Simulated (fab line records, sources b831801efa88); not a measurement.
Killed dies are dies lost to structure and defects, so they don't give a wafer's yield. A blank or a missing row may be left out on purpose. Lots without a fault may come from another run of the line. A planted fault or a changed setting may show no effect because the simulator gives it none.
Problem report in the 8D (eight disciplines) form, filled by code | flow sky130 | the parts of the form that need people (team, actions taken, sign-off) are left out

1. THE PROBLEM
run_length_s at SKY_CAP2M_METAL_ETCH_13 reads a mean of 95.1 s on 6 wafers of 2 lots; wafers without a fault read 91.3 s with a standard deviation of 0.35. That is +11 standard deviations from the usual mean.
The step: etches TiN in Cl2/BCl3, stops on SiO2, target depth 220 nm, time 62.9 s.
First seen on wafer L681.1, day 44 03:56, on rie_metal-04. The record holds 33 wafers of 11 lots with a number at this step. Rule for "out", or "out of limits": more than 4 standard deviations from the usual mean. The other wafers with a number count as sound.

2. WHAT IT IS AND WHAT IT IS NOT
question                    | is                           | is not
which readings at this step | run_length_s, oes_product_au | drypump_motor_current_A
which lots                  | L681, L682                   | L672, L673, L674, L675, L677, L680, L689, L690, L691
which wafers of those lots  | all that have a number       | -
read on which tools         | rie_metal-04                 | rie_metal-02, rie_metal-03
when                        | from day 44 03:56            | up to then (18 sound wafers); but 9 sound wafers of L689, L690, L691 came after

3. SUSPECTS, AND WHAT RULES EACH OUT
Counting: a tool at a process step up to the reading stays a suspect if it ran every lot that is out and no sound lot after the first of them.
- pvd_sputter-02 at SKY_CAP2M_SPUTTER_02 (material TiN, target thk 200 nm, time 166.7 s): ruled out as a lasting fault. Sound lots L690 ran on it after its first lot that is out, L681 (day 43 05:21).
- rie_metal-04 at SKY_CAP2M_METAL_ETCH_13 (etches TiN in Cl2/BCl3, stops on SiO2, target depth 220 nm, time 62.9 s): ruled out as a lasting fault. Sound lots L691 ran on it after its first lot that is out, L681 (day 44 03:56).
Left after counting: nothing in the record.

4. THE CAUSE (what the simulator had put in)
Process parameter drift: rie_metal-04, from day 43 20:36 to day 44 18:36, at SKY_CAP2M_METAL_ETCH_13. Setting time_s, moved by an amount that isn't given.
Counting ruled it out, wrongly.

5. THE CHAIN OF EFFECTS, in route order
Each row: a reading whose mean over the struck wafers that have a number lies more than 3 standard deviations from the usual. Only readings for which the record gives a usual standard deviation are gone through. hours: the time from each lot's start at the first step in this table that gives one to its start at this step, as a median over the lots. sigmas: the change in usual standard deviations.
hours | step                    | reading        | usual      | on struck wafers | change | sigmas
0     | SKY_CAP2M_METAL_ETCH_13 | oes_product_au | 0.943 a.u. | 0.904            | -0.039 | -5.3
0     | SKY_CAP2M_METAL_ETCH_13 | run_length_s   | 91.3 s     | 95.1             | +3.8   | +11
22    | SKY_METAL4_ETCH_17      | oes_product_au | 0.756 a.u. | 0.730            | -0.026 | -3.3
The process steps in it:
- SKY_CAP2M_METAL_ETCH_13: etches TiN in Cl2/BCl3, stops on SiO2, target depth 220 nm, time 62.9 s.
- SKY_METAL4_ETCH_17: etches SiO2 in C4F8/O2/Ar, stops on TiN, time 3.9 s, target depth 15 nm.

6. WHAT WOULD HAVE CAUGHT IT SOONER
In this record the first reading out of limits was taken at day 44 03:56, 7 hours after the fault began at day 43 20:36.
